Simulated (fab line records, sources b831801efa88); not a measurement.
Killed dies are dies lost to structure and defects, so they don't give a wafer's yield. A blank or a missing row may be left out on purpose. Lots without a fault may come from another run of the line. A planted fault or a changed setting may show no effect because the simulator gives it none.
fab line records | flow sky130
record lots=6 wafers=18 last_day=50
route steps=708 shown PWDE@54 NWELL@56 PAD_OPEN@708
lots that met no fault: from a run of the same line without faults
start_h: hours from the record's first day to the start of the lot's first wafer shown | wait_h: hours since the lot's step before | " the same as in the row above | L1.1+2: a row that stands for several wafers | - no value, or no start given | * or withheld: withheld | < > ~ a bound
route shown NAME@n: a module of which the file shows steps, and the number in the route of the first | usual: mean/standard deviation of fault-free wafers | same: alike in all rows | chamber/n: place in a boat | sites: the reading at each site | _std_site: their standard deviation | _edge_site: outer sites' mean less inner sites' | radius_mm: how far each site lies from the wafer's centre | mask NAME#n: copy n | behind: the tool/chamber that last shaped the wafer | hold: why the lot was held/for how many hours/how that ended | device: the transistor (n, p or np) that didn't switch | end of line: the same wafers' tests at the end of the route | a step without rows: its recipe alone | killed: dies lost to structure and defects at the first sort, not the wafer's yield | map: a wafer's dies, x killed, . not, _ none there
set.NAME: the setting as run; set.NAME@STEP: as run at that earlier step | model.NAME: the simulator's own value behind a step, which no gauge read
lots at some steps of the route; a table a step, a row a wafer
services: from which hour (start_h, from the record's first day; less than 0 if before it) a tool's chamber was out of use, for how many hours, and why
## steps
# step SKY_PWDE_STRIP_09
# recipe chemistry=O2/N2 power_w=1400 pressure_mtorr=1500 platen_temp_c=withheld o2_flow_sccm=3000 n2_flow_sccm=300 overash_fraction=0.5
# usual drypump_motor_current_A=5.5/0.44 oes_product_au=0.723/0.0048 strip_time_to_endpoint_s=36.97/0.1
# columns lot.wafer tool chamber start_h wait_h drypump_motor_current_A oes_product_au rf_hours_counter_h strip_time_to_endpoint_s
L673.1 plasma_asher-01 1 97.23 0.1 5.5 0.718 40 37.09
L673.2 " 0 " " 5.3 0.726 40 37.06
L673.3 " 1 " " 5.5 0.721 - 37.08
L678.1 plasma_asher-04 1 124.14 0.1 5.7 0.726 1 36.92
L678.3 " 0 " " 5.9 0.720 - 36.75
L678.4 " 1 " " 5.7 0.725 - 36.82
L681.1 plasma_asher-04 0 132.89 0.1 5.9 0.723 1 36.98
L681.2 " 1 " " 5.7 0.727 1 37.07
L681.3 " 1 " " 5.7 0.726 - 37.05
L682.4 plasma_asher-04 1 145.48 0.1 5.7 0.718 - 36.82
L682.5 " 0 " " 5.8 0.729 - 36.97
L682.6 " 1 " " 5.7 0.721 - 36.86
L688.1 plasma_asher-02 1 181.18 0.1 4.8 0.726 37 36.95
L688.5 " 0 " " 6.1 0.722 - 37.03
L688.6 " 1 " " 4.8 0.717 - 37.04
L693.2 plasma_asher-01 0 202.47 0.1 5.3 0.723 50 36.98
L693.4 " 0 " " 5.3 0.721 - 36.96
L693.5 " 0 " " 5.3 0.714 - 36.99
# step SKY_PWDE_TW_MEAS_10
# usual PWDE_TW=374.2/1.4
# columns lot.wafer tool chamber start_h wait_h PWDE_TW
L673.1 film_metro-04 - 97.33 0.1 373.8
L673.2 " - " " 372.6
L673.3 " - " " 374.0
L678.1 film_metro-04 - 124.24 0.1 374.2
L678.3 " - " " 374.9
L678.4 " - " " 373.2
L681.1 film_metro-01 - 132.99 0.1 373.7
L681.2 " - " " 372.8
L681.3 " - " " 374.0
L682.4 film_metro-01 - 145.57 0.1 374.3
L682.5 " - " " 373.2
L682.6 " - " " 374.7
L688.1 film_metro-01 - 181.28 0.1 374.1
L688.5 " - " " 373.9
L688.6 " - " " 377.2
L693.2 film_metro-01 - 202.58 0.1 373.7
L693.4 " - " " 373.6
L693.5 " - " " 373.4
# step SKY_NWELL_DEHYDRATE_03
# recipe temp_c=200 time_s=60
# step SKY_NWELL_HMDS_04
# recipe prime_time_s=58.45 prime_temp_c=120
# step SKY_NWELL_COAT_05
# recipe spin_rpm=2000 resist_thk_nm=3000
# step SKY_NWELL_SOFTBAKE_06
# recipe temp_c=110 time_s=withheld
# step SKY_NWELL_EXPOSE_07
# recipe mask_id=NWM na=0.6 source_shape=conventional sigma_outer=0.6 polarization=unpolarized target_cd_nm=840 dose_mj=255
# step SKY_NWELL_PEB_08
# recipe temp_c=115 time_s=withheld
# step SKY_NWELL_DEVELOP_09
# recipe wall_angle_deg=90 developer=TMAH develop_time_s=60 dev_temp_c=23
# step SKY_NWELL_OVL_MEAS_10
# usual NWELL_00_OVL=-1.2/1.5
# columns lot.wafer tool chamber start_h wait_h NWELL_00_OVL[nm]
L673.1 overlay-01 - 114.84 - -2.1
L673.2 " - " " -3.6
L673.3 " - " " -3.3
L678.1 overlay-02 - 141.69 - -2.1
L678.3 " - " " 0.3
L678.4 " - " " 1.0
L681.1 overlay-01 - 150.60 - -1.2
L681.2 " - " " -1.1
L681.3 " - " " -2.5
L682.4 overlay-01 - 164.51 - -0.2
L682.5 " - " " 1.3
L682.6 " - " " -1.6
L688.1 overlay-02 - 203.24 - -0.4
L688.5 " - " " -1.0
L688.6 " - " " 0.3
L693.2 overlay-01 - 224.04 - -1.5
L693.4 " - " " -2.4
L693.5 " - " " 0.0
# step SKY_NWELL_IMPLANT_11
# recipe species=P energy_kev=400 dose_cm2=1.9e+13 tilt_deg=withheld
# step SKY_NWELL_IMPLANT_12
# recipe species=P energy_kev=120 dose_cm2=1.3e+12 tilt_deg=withheld
# step SKY_NWELL_IMPLANT_13
# recipe species=P energy_kev=50 dose_cm2=7e+11 tilt_deg=withheld
# usual beam_on_s=9.98/0.21 dose_ions_cm2=6.998e+11/7.5e+08 faraday_current_uA=3.95/0.083
# same implant_ion_amu=31
# columns lot.wafer tool chamber start_h wait_h beam_on_s dose_ions_cm2 faraday_current_uA
L673.1 implanter-04 0 115.18 0.1 10.03 6.999e+11 3.95
L673.2 " 0 " " 9.75 7.007e+11 4.05
L673.3 " 0 " " 9.82 7.006e+11 4.03
L678.1 implanter-02 0 142.03 0.1 10.12 7e+11 3.90
L678.3 " 0 " " 9.79 7.01e+11 4.01
L678.4 " 0 " " 10.16 6.985e+11 3.88
L681.1 implanter-02 0 150.93 0.1 10.09 9.992e+11 5.60
L681.2 " 0 " " 10.03 9.986e+11 5.62
L681.3 " 0 " " 10.03 9.988e+11 5.61
L682.4 implanter-02 0 164.91 0.1 9.80 9.999e+11 5.75
L682.5 " 0 " " 9.99 9.999e+11 5.65
L682.6 " 0 " " 9.66 9.99e+11 5.82
L688.1 implanter-01 0 203.57 0.1 9.87 7.01e+11 4.01
L688.5 " 0 " " 10.40 6.996e+11 3.81
L688.6 " 0 " " 10.10 6.997e+11 3.89
L693.2 implanter-04 0 224.40 0.1 9.92 7.005e+11 3.98
L693.4 " 0 " " 10.06 6.996e+11 3.93
L693.5 " 0 " " 9.69 6.994e+11 4.06
# step SKY_NWELL_STRIP_14
# recipe chemistry=O2/N2 power_w=1400 pressure_mtorr=1500 platen_temp_c=withheld o2_flow_sccm=3000 n2_flow_sccm=300 overash_fraction=0.5
# usual drypump_motor_current_A=5.7/0.45 oes_product_au=0.723/0.0043 strip_time_to_endpoint_s=36.89/0.12
# columns lot.wafer tool chamber start_h wait_h drypump_motor_current_A oes_product_au rf_hours_counter_h strip_time_to_endpoint_s
L673.1 plasma_asher-03 1 115.33 0.1 6.2 0.718 45 36.81
L673.2 " 0 " " 5.8 0.723 45 36.84
L673.3 " 0 " " 5.8 0.725 - 36.90
L678.1 plasma_asher-03 0 142.18 0.1 5.8 0.726 48 36.85
L678.3 " 0 " " 5.8 0.722 - 36.84
L678.4 " 1 " " 6.2 0.717 - 36.82
L681.1 plasma_asher-03 0 151.08 0.1 5.8 0.726 48 37.21
L681.2 " 1 " " 6.2 0.720 48 37.22
L681.3 " 0 " " 5.8 0.727 - 37.14
L682.4 plasma_asher-03 0 165.01 0.1 5.8 0.722 - 37.03
L682.5 " 1 " " 6.2 0.722 - 36.97
L682.6 " 0 " " 5.8 0.729 - 36.96
L688.1 plasma_asher-02 1 203.72 0.1 4.8 0.720 39 36.66
L688.5 " 0 " " 6.0 0.718 - 36.61
L688.6 " 1 " " 4.8 0.727 - 36.61
L693.2 plasma_asher-04 0 224.52 0.1 5.8 0.723 10 36.94
L693.4 " 1 " " 5.7 0.723 - 36.87
L693.5 " 0 " " 5.8 0.729 - 36.97
# step SKY_NWELL_TW_MEAS_15
# usual NWELL_TW=1824/7.3
# columns lot.wafer tool chamber start_h wait_h NWELL_TW
L673.1 film_metro-03 - 115.43 0.1 1820
L673.2 " - " " 1819
L673.3 " - " " 1821
L678.1 film_metro-01 - 142.28 0.1 1830
L678.3 " - " " 1820
L678.4 " - " " 1827
L681.1 film_metro-01 - 151.18 0.1 1816
L681.2 " - " " 1827
L681.3 " - " " 1819
L682.4 film_metro-01 - 165.11 0.1 1822
L682.5 " - " " 1832
L682.6 " - " " 1833
L688.1 film_metro-04 - 203.82 0.1 1808
L688.5 " - " " 1815
L688.6 " - " " 1819
L693.2 film_metro-01 - 224.63 0.1 1817
L693.4 " - " " 1826
L693.5 " - " " 1821
# step SKY_NWELL_DEHYDRATE_16
# recipe temp_c=200 time_s=60
# step SKY_NWELL_HMDS_17
# recipe prime_time_s=60 prime_temp_c=120
# step SKY_NWELL_COAT_18
# recipe spin_rpm=2000 resist_thk_nm=3000
# step SKY_NWELL_SOFTBAKE_19
# recipe temp_c=110 time_s=withheld
# step SKY_NWELL_EXPOSE_20
# recipe mask_id=NWM_COMPLEMENT na=0.6 source_shape=conventional sigma_outer=0.6 polarization=unpolarized target_cd_nm=840 dose_mj=260
# step SKY_NWELL_PEB_21
# recipe temp_c=115 time_s=withheld
# step SKY_NWELL_DEVELOP_22
# recipe wall_angle_deg=90 developer=TMAH develop_time_s=60 dev_temp_c=23
# step SKY_NWELL_OVL_MEAS_23
# usual NWELL_01_OVL=0.3/1.5
# columns lot.wafer tool chamber start_h wait_h NWELL_01_OVL[nm]
L673.1 overlay-02 - 132.19 - -2.8
L673.2 " - " " -0.4
L673.3 " - " " 2.0
L678.1 overlay-02 - 162.20 - -0.7
L678.3 " - " " -1.9
L678.4 " - " " 0.6
L681.1 overlay-02 - 171.24 - -0.9
L681.2 " - " " -1.4
L681.3 " - " " 0.0
L682.4 overlay-02 - 185.70 - 1.2
L682.5 " - " " 2.1
L682.6 " - " " 1.1
L688.1 overlay-02 - 225.19 - -0.6
L688.5 " - " " -2.3
L688.6 " - " " -0.5
L693.2 overlay-02 - 246.64 - -2.4
L693.4 " - " " -1.5
L693.5 " - " " -0.6
# step SKY_NWELL_IMPLANT_24
# recipe species=B energy_kev=140 dose_cm2=9.086e+12 tilt_deg=withheld
# step SKY_NWELL_STRIP_25
# recipe chemistry=O2/N2 power_w=1400 pressure_mtorr=1500 platen_temp_c=withheld o2_flow_sccm=3000 n2_flow_sccm=300 overash_fraction=0.5
# usual drypump_motor_current_A=5.8/0.44 oes_product_au=0.722/0.005 strip_time_to_endpoint_s=36.93/0.089
# columns lot.wafer tool chamber start_h wait_h drypump_motor_current_A oes_product_au rf_hours_counter_h strip_time_to_endpoint_s
L673.1 plasma_asher-03 1 132.38 0.1 6.2 0.719 47 37.05
L673.2 " 0 " " 5.8 0.724 47 37.05
L673.3 " 0 " " 5.8 0.718 - 36.96
L678.1 plasma_asher-04 0 162.38 0.1 5.8 0.722 4 37.02
L678.3 " 0 " " 5.8 0.723 - 36.91
L678.4 " 1 " " 5.7 0.719 - 36.98
L681.1 plasma_asher-04 1 171.43 0.1 5.7 0.719 5 36.86
L681.2 " 0 " " 5.9 0.724 5 36.95
L681.3 " 0 " " 5.8 0.720 - 36.88
L682.4 plasma_asher-04 1 185.91 0.1 5.7 0.720 - 36.90
L682.5 " 1 " " 5.8 0.724 - 37.01
L682.6 " 0 " " 5.8 0.720 - 36.96
L688.1 plasma_asher-02 0 225.37 0.1 6.1 0.726 41 37.01
L688.5 " 0 " " 6.1 0.717 - 36.95
L688.6 " 1 " " 4.8 0.720 - 37.05
L693.2 plasma_asher-04 0 246.82 0.1 5.8 0.725 12 36.75
L693.4 " 0 " " 5.8 0.718 - 36.79
L693.5 " 0 " " 5.9 0.724 - 36.93
# step SKY_NWELL_TW_MEAS_26
# usual NWELL_2_TW=496.2/2.1
# columns lot.wafer tool chamber start_h wait_h NWELL_2_TW
L673.1 film_metro-01 - 132.48 0.1 494.3
L673.2 " - " " 492.4
L673.3 " - " " 496.7
L678.1 film_metro-03 - 162.48 0.1 501.9
L678.3 " - " " 499.1
L678.4 " - " " 501.7
L681.1 film_metro-03 - 171.53 0.1 496.6
L681.2 " - " " 495.7
L681.3 " - " " 496.1
L682.4 film_metro-03 - 186.00 0.1 497.0
L682.5 " - " " 496.4
L682.6 " - " " 496.5
L688.1 film_metro-03 - 225.47 0.1 494.4
L688.5 " - " " 496.8
L688.6 " - " " 495.1
L693.2 film_metro-04 - 246.93 0.1 492.0
L693.4 " - " " 491.9
L693.5 " - " " 494.9
# step SKY_NWELL_CLEAN_27
# recipe chemistry=SC1/SC2 mix=1:4:20 temp_c=70 time_s=150 dry=n2_spin
# step SKY_NWELL_RTA_28
# recipe temp_c=1050 time_s=30 idle_temp_c=650 ramp_up_c_per_s=150 ramp_down_c_per_s=90 ambient=N2
# usual lamp_power_pct=25.30/0.054 wafer_temp_C_max=1054.8/0.87
# columns lot.wafer tool chamber start_h wait_h lamp_power_pct wafer_temp_C_max
L673.1 rtp_anneal-01 0 132.59 0.0 25.34 1054.3
L673.2 " 0 " " 25.33 1053.4
L673.3 " 0 " " 25.24 1055.2
L678.1 rtp_anneal-01 0 162.64 0.0 25.30 1054.9
L678.3 " 0 " " 25.38 1054.3
L678.4 " 0 " " 25.34 1054.0
L681.1 rtp_anneal-01 0 171.64 0.0 25.25 1055.1
L681.2 " 0 " " 25.42 1054.9
L681.3 " 0 " " 25.31 1055.0
L682.4 rtp_anneal-01 0 186.13 0.1 25.37 1056.9
L682.5 " 0 " " 25.32 1055.3
L682.6 " 0 " " 25.30 1056.2
L688.1 rtp_anneal-01 0 225.59 0.0 25.36 1055.7
L688.5 " 0 " " 25.29 1056.0
L688.6 " 0 " " 25.28 1056.5
L693.2 rtp_anneal-02 0 247.06 0.0 25.18 1054.8
L693.4 " 0 " " 25.35 1054.7
L693.5 " 0 " " 25.27 1055.2
# step SKY_NWELL_RS_MEAS_29
# recipe thk_meas_gauge=four-point-probe
# usual NWELL_RS=624.6/1.6
# columns lot.wafer tool chamber start_h wait_h NWELL_RS[ohm/sq]
L673.1 film_metro-04 - 132.69 0.1 622.9
L673.2 " - " " 624.7
L673.3 " - " " 624.6
L678.1 film_metro-04 - 162.74 0.1 625.1
L678.3 " - " " 625.3
L678.4 " - " " 624.1
L681.1 film_metro-01 - 171.74 0.1 614.8
L681.2 " - " " 614.1
L681.3 " - " " 614.5
L682.4 film_metro-03 - 186.24 0.1 617.8
L682.5 " - " " 616.4
L682.6 " - " " 615.4
L688.1 film_metro-04 - 225.69 0.1 626.9
L688.5 " - " " 629.0
L688.6 " - " " 626.7
L693.2 film_metro-03 - 247.17 0.1 622.2
L693.4 " - " " 623.5
L693.5 " - " " 622.5
# step SKY_PAD_OPEN_PROBE_99
# usual killed_at_M0_to_M3=42/6.4 killed_at_M4_up=2.9/1.7 killed_at_contacts=25/5.2 killed_at_front_end=16/4.4 killed_at_other=0.4/0.65 killed_dies=86/9.2 killed_open=47/6.6 killed_short=39/5.8
# same gross_dies=492 killed_at_back_side=0
# columns lot.wafer tool chamber start_h wait_h killed_at_M0_to_M3 killed_at_M4_up killed_at_contacts killed_at_front_end killed_at_other killed_dies killed_open killed_short model.etest.nfet_16v.r_on_ohm_um model.etest.pfet_g5v0d10v5.r_on_ohm_um model.etest.tip_p_5v.rs_ohm_sq model.etest.pfet_g5v0d10v5.drive_ua_um model.etest.pfet_01v8_lvt.drive_ua_um model.etest.pfet_16v.drive_ua_um model.etest.pfet_01v8_mvt.drive_ua_um model.etest.pfet_01v8_lvt.off_log10_a_um
L673.1 prober-01 - 1095.26 0.1 49 3 23 13 0 88 49 39 1.431e+04 4840 2828 335.9 176.1 243.4 147.3 -8.865
L673.2 prober-01 - 1095.31 0.1 37 2 20 15 0 74 42 32 1.421e+04 4789 2865 334.9 176.1 249.2 149.5 -8.745
L673.3 prober-01 - 1095.36 0.2 52 4 20 15 1 92 49 43 1.43e+04 4889 2847 332.6 175 246 148.4 -8.729
L678.1 prober-02 - 1136.96 0.1 35 4 31 21 0 91 58 32 1.401e+04 4776 2873 341.8 174.2 247.2 149 -8.887
L678.3 prober-02 - 1137.06 0.2 41 4 29 22 0 96 49 46 1.392e+04 4818 2883 339.8 173.1 249.2 149.6 -8.924
L678.4 prober-02 - 1137.11 0.2 31 1 25 18 1 76 36 38 1.383e+04 4806 2894 338.8 172.1 249.4 147.5 -8.947
L681.1 prober-02 - 1142.44 0.1 33 5 22 14 0 74 44 30 1.386e+04 4829 2853 337.1 165.3 245.7 147.3 -9.705
L681.2 prober-02 - 1142.49 0.1 52 4 26 17 0 99 58 41 1.419e+04 4937 2883 332.1 164.8 242.5 144.8 -9.694
L681.3 prober-02 - 1142.54 0.2 36 1 20 16 1 74 35 39 1.4e+04 4824 2847 337.5 164.9 248.4 144.8 -9.806
L682.4 prober-01 - 1159.12 0.2 47 1 28 19 2 97 47 49 1.373e+04 4954 2942 326.6 161.5 238.2 150.1 -10.38
L682.5 prober-01 - 1159.17 0.2 46 0 30 6 0 82 47 34 1.378e+04 4980 2950 324.8 158.7 237.2 147.8 -10.47
L682.6 prober-01 - 1159.22 0.2 46 5 24 20 0 95 47 47 1.39e+04 5076 2951 317.2 157.6 231.6 146.7 -10.5
L688.1 prober-01 - 1183.16 0.1 34 2 20 14 0 70 38 32 1.44e+04 4795 2852 341.3 175.5 248.1 149.6 -8.795
L688.5 prober-01 - 1183.36 0.2 41 1 14 8 0 64 42 22 1.423e+04 4779 2848 344.1 174.3 249.9 149.1 -8.695
L688.6 prober-01 - 1183.41 0.2 50 1 14 19 1 85 39 45 1.422e+04 4781 2855 339.7 177.3 247.4 152 -8.764
L693.2 prober-02 - 1202.06 0.1 46 4 21 17 0 88 43 45 1.43e+04 4818 2863 338.3 174 248.1 147.4 -8.636
L693.4 prober-02 - 1202.16 0.2 53 6 32 11 0 102 59 43 1.425e+04 4851 2868 341.2 173 249.4 146.6 -8.545
L693.5 prober-02 - 1202.21 0.2 50 5 26 13 0 94 51 43 1.404e+04 4788 2871 342.2 176.9 250.8 150.1 -8.56
# killed by level:class
L673.1 VIA1:geometric_particle:open=12 VIA1:geometric_particle:short=8 LI_CONTACT:geometric_particle:open=7 CONTACT:geometric_particle:open=7 VIA2:geometric_particle:short=5 METAL1:geometric_particle:short=5 VIA2:geometric_particle:open=5 METAL3:geometric_particle:short=5
L673.2 CONTACT:geometric_particle:open=10 VIA1:geometric_particle:open=9 VIA3:geometric_particle:open=8 METAL2:geometric_particle:short=7 CONTACT:geometric_particle:short=6 POLY_GATE:geometric_particle:short=5 VIA2:geometric_particle:open=5 LI_CONTACT:geometric_particle:open=3
L673.3 VIA1:geometric_particle:open=14 VIA3:geometric_particle:short=8 VIA2:geometric_particle:open=8 LOCAL_INTERCONNECT:geometric_particle:short=6 CONTACT:geometric_particle:open=6 METAL1:geometric_particle:short=6 METAL2:geometric_particle:short=6 FIELD_ISO:geometric_particle:short=4
L678.1 CONTACT:geometric_particle:open=15 VIA1:geometric_particle:open=9 VIA3:geometric_particle:open=8 CONTACT:geometric_particle:short=7 POLY_GATE:geometric_particle:open=5 LI_CONTACT:geometric_particle:open=5 VIA2:geometric_particle:open=5 POLY_CUT:geometric_particle:short=4
L678.3 CONTACT:geometric_particle:open=13 VIA3:geometric_particle:open=8 LI_CONTACT:geometric_particle:open=6 LOCAL_INTERCONNECT:geometric_particle:short=6 METAL2:geometric_particle:short=6 FIELD_ISO:geometric_particle:open=5 POLY_GATE:geometric_particle:short=5 VIA1:geometric_particle:open=5
L678.4 VIA1:geometric_particle:open=8 VIA2:geometric_particle:open=7 CONTACT:geometric_particle:open=7 CONTACT:geometric_particle:short=6 FIELD_ISO:geometric_particle:short=5 LI_CONTACT:geometric_particle:short=5 LOCAL_INTERCONNECT:geometric_particle:short=5 FIELD_ISO:geometric_particle:open=4
L681.1 CONTACT:geometric_particle:open=10 FIELD_ISO:geometric_particle:open=5 LI_CONTACT:geometric_particle:open=5 VIA1:geometric_particle:open=5 VIA2:geometric_particle:open=5 VIA3:geometric_particle:open=5 FIELD_ISO:geometric_particle:short=4 METAL1:geometric_particle:short=4
L681.2 VIA1:geometric_particle:open=14 LI_CONTACT:geometric_particle:open=11 CONTACT:geometric_particle:open=8 VIA1:geometric_particle:short=8 VIA2:geometric_particle:open=6 FIELD_ISO:geometric_particle:open=5 METAL1:geometric_particle:short=5 METAL2:geometric_particle:short=5
L681.3 CONTACT:geometric_particle:open=8 VIA3:geometric_particle:open=6 VIA1:geometric_particle:open=6 POLY_GATE:geometric_particle:short=5 LI_CONTACT:geometric_particle:open=5 VIA1:geometric_particle:short=5 VIA2:geometric_particle:open=5 CONTACT:geometric_particle:short=4
L682.4 VIA3:geometric_particle:open=9 VIA2:geometric_particle:open=8 CONTACT:geometric_particle:open=7 LI_CONTACT:geometric_particle:short=6 LOCAL_INTERCONNECT:geometric_particle:short=6 METAL2:geometric_particle:short=6 VIA1:geometric_particle:open=6 FIELD_ISO:geometric_particle:open=5
L682.5 LI_CONTACT:geometric_particle:open=12 VIA1:geometric_particle:open=12 VIA3:geometric_particle:open=10 METAL2:geometric_particle:short=6 CONTACT:geometric_particle:open=6 CONTACT:geometric_particle:short=6 METAL1:geometric_particle:short=4 LI_CONTACT:geometric_particle:short=3
L682.6 VIA1:geometric_particle:open=10 LI_CONTACT:geometric_particle:open=10 POLY_GATE:geometric_particle:short=6 CONTACT:geometric_particle:open=6 METAL1:geometric_particle:short=6 VIA1:geometric_particle:short=5 METAL2:geometric_particle:short=5 VIA3:geometric_particle:open=5
L688.1 VIA1:geometric_particle:open=9 CONTACT:geometric_particle:short=7 VIA2:geometric_particle:open=6 FIELD_ISO:geometric_particle:short=5 CONTACT:geometric_particle:open=5 FIELD_ISO:geometric_particle:open=4 LOCAL_INTERCONNECT:geometric_particle:short=4 METAL3:geometric_particle:short=4
L688.5 VIA1:geometric_particle:open=16 LI_CONTACT:geometric_particle:open=5 VIA2:geometric_particle:open=5 CONTACT:geometric_particle:open=4 METAL1:geometric_particle:short=4 VIA1:geometric_particle:short=4 METAL3:geometric_particle:short=4 VIA3:geometric_particle:open=4
L688.6 VIA1:geometric_particle:open=15 METAL1:geometric_particle:short=8 VIA1:geometric_particle:short=7 LOCAL_INTERCONNECT:geometric_particle:short=6 VIA2:geometric_particle:open=6 FIELD_ISO:geometric_particle:short=5 METAL2:geometric_particle:short=4 POLY_GATE:geometric_particle:open=3
L693.2 VIA3:geometric_particle:open=9 METAL1:geometric_particle:short=8 CONTACT:geometric_particle:open=8 VIA1:geometric_particle:open=6 VIA1:geometric_particle:short=5 SPACER:geometric_particle:open=4 LI_CONTACT:geometric_particle:short=4 METAL2:geometric_particle:short=4
L693.4 CONTACT:geometric_particle:open=13 METAL1:geometric_particle:short=9 VIA1:geometric_particle:open=9 METAL2:geometric_particle:short=8 LI_CONTACT:geometric_particle:open=7 VIA2:geometric_particle:open=6 VIA3:geometric_particle:open=6 FIELD_ISO:geometric_particle:open=4
L693.5 VIA3:geometric_particle:open=13 VIA1:geometric_particle:open=9 METAL2:geometric_particle:short=9 LI_CONTACT:geometric_particle:open=8 CONTACT:geometric_particle:open=8 LOCAL_INTERCONNECT:geometric_particle:short=5 VIA2:geometric_particle:open=5 POLY_GATE:geometric_particle:short=4
## services
# columns tool chamber start_h hours kind
rtp_anneal-02 - 87.00 3.4 pm
implanter-01 - 97.69 5.8 repair
plasma_asher-04 - 108.75 9.0 pm
plasma_asher-04 0 108.75 9.0 vent_cycle
plasma_asher-04 1 108.75 9.0 vent_cycle
implanter-04 - 112.16 2.6 repair
plasma_asher-04 0 117.75 - clean
plasma_asher-04 1 117.75 - clean
implanter-02 - 127.71 1.4 repair
implanter-04 - 147.05 4.2 pm
implanter-04 - 163.44 9.1 repair
implanter-04 - 187.40 4.2 pm
implanter-01 - 224.85 34.9 repair
implanter-01 - 233.24 3.8 repair
plasma_asher-03 - 235.53 15.6 pm
## key
first_sign step=SKY_NWELL_IMPLANT_13 reading=dose_ions_cm2 direction=up sigmas=99+ usual=* struck=*
effect step=SKY_NWELL_IMPLANT_13 reading=faraday_current_uA direction=up sigmas=21 usual=3.95 struck=5.67
effect step=SKY_NWELL_RS_MEAS_29 reading=NWELL_RS direction=down sigmas=5.8 usual=624.6 struck=615.5
model_effect step=SKY_PAD_OPEN_PROBE_99 value=etest.nfet_16v.r_on_ohm_um without=1.423e+04 struck=1.391e+04
met_at SKY_NWELL_IMPLANT_13
struck_wafers L681.1,L681.2,L681.3,L682.4,L682.5,L682.6
tester_left_out L681,L682
onset_between 142.03 150.93
fault kind=process_parameter_drift tool=implanter-02 chamber=- onset_h=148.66 steps=SKY_NWELL_IMPLANT_13 channel=dose_cm2 offset=* shape=step end_h=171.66 acts_in=* stated=*
# tester_left_out: of these lots the tester's yield and bins aren't shown, on N5 and GAA mostly nor the transistor test; their killed dies are dies lost to structure and defects alone, not to doping, threshold or leakage, so they don't give the yield
